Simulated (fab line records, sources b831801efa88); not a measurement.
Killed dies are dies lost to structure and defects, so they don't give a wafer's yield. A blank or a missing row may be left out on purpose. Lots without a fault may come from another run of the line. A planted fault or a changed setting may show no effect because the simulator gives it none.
Tool commonality check | flow sky130 | 13 lots, 39 wafers sampled

WHY IT WAS OPENED
At SKY_NWELL_RS_MEAS_29 the reading NWELL_RS is flagged on 2 of 13 lots. Wafers without a fault read 624.8 ohm/sq, standard deviation 1.7.
Rule: a lot is flagged when every wafer of it that has a number lies more than 4 standard deviations from that mean, or none has a number. The other lots count as sound.

lot  | measured     | on            | NWELL_RS (ohm/sq), wafer by wafer | flag
L538 | day 5 10:58  | film_metro-03 | 623.8 624.2 625.5                 |
L540 | day 5 16:46  | film_metro-03 | 626.6 625.6 625.9                 |
L541 | day 6 00:32  | film_metro-04 | 622.5 624.9 626.1                 |
L543 | day 6 14:13  | film_metro-03 | 624.0 624.9 626.2                 |
L545 | day 7 01:44  | film_metro-02 | 624.2 625.0 625.6                 |
L546 | day 7 06:30  | film_metro-02 | 624.9 624.3 626.0                 |
L547 | day 7 14:44  | film_metro-02 | 627.4 626.7 626.3                 |
L548 | day 8 00:23  | film_metro-02 | 622.1 622.7 622.1                 |
L549 | day 8 01:14  | film_metro-02 | 623.9 624.4 624.3                 |
L550 | day 8 10:57  | film_metro-02 | 622.4 623.4 623.2                 |
L551 | day 8 14:35  | film_metro-03 | 624.4 625.6 624.9                 |
L554 | day 9 10:10  | film_metro-04 | 647.4 646.0 646.5                 | FLAGGED
L555 | day 10 00:35 | film_metro-02 | 644.2 642.3 642.8                 | FLAGGED
The numbers of the flagged lots are 644.9 ohm/sq on average: +20.1 ohm/sq against the usual, or +12 standard deviations.

WHICH TOOL RAN EACH LOT
The record holds 1 process step before the reading, out of a route of 708 steps. In each cell: the tool, then ch and the chambers that the sampled wafers went through, then the start.
lot  | flag    | SKY_NWELL_IMPLANT_11
L538 |         | implanter-01 ch 0, day 4 16:38
L540 |         | implanter-02 ch 0, day 4 22:01
L541 |         | implanter-02 ch 0, day 5 05:16
L543 |         | implanter-02 ch 0, day 5 18:01
L545 |         | implanter-02 ch 0, day 6 05:22
L546 |         | implanter-02 ch 0, day 6 10:38
L547 |         | implanter-04 ch 0, day 6 18:13
L548 |         | implanter-02 ch 0, day 7 03:40
L549 |         | implanter-04 ch 0, day 7 04:13
L550 |         | implanter-04 ch 0, day 7 12:27
L551 |         | implanter-04 ch 0, day 7 16:59
L554 | FLAGGED | implanter-04 ch 0, day 8 11:55
L555 | FLAGGED | implanter-04 ch 0, day 8 22:57
What these steps do:
- SKY_NWELL_IMPLANT_11
- SKY_NWELL_RS_MEAS_29: measures by four-point-probe.

FLAGGED OVER TOTAL, TOOL BY TOOL (the gauges that took the reading come last)
step                 | tool          | lots run | flagged | share of the flagged lots | sound lots run after its first flagged lot
SKY_NWELL_IMPLANT_11 | implanter-01  | 1        | 0       | none                      | -
SKY_NWELL_IMPLANT_11 | implanter-02  | 6        | 0       | none                      | -
SKY_NWELL_IMPLANT_11 | implanter-04  | 6        | 2       | all                       | 0
SKY_NWELL_RS_MEAS_29 | film_metro-02 | 7        | 1       | some                      | 0
SKY_NWELL_RS_MEAS_29 | film_metro-03 | 4        | 0       | none                      | -
SKY_NWELL_RS_MEAS_29 | film_metro-04 | 2        | 1       | some                      | 0

WHAT THE TABLE ALLOWS
1 row of the table ran every flagged lot: implanter-04 at SKY_NWELL_IMPLANT_11.
- implanter-04 at SKY_NWELL_IMPLANT_11: 2 of its 6 lots flagged. Its last sound lot is L551 (day 7 16:59), its first flagged lot L554 (day 8 11:55): a fault that began between those two fits. Its own readings lie more than 4 standard deviations out on every wafer of the flagged lots: dose_ions_cm2.
One tool is left: implanter-04 at SKY_NWELL_IMPLANT_11.

WHAT THE SIMULATOR HAD PUT IN
Process parameter drift: implanter-04, from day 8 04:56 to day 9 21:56, at SKY_NWELL_IMPLANT_11. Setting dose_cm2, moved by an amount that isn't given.
Lots struck among those shown: L554, L555. The rule above found the same.
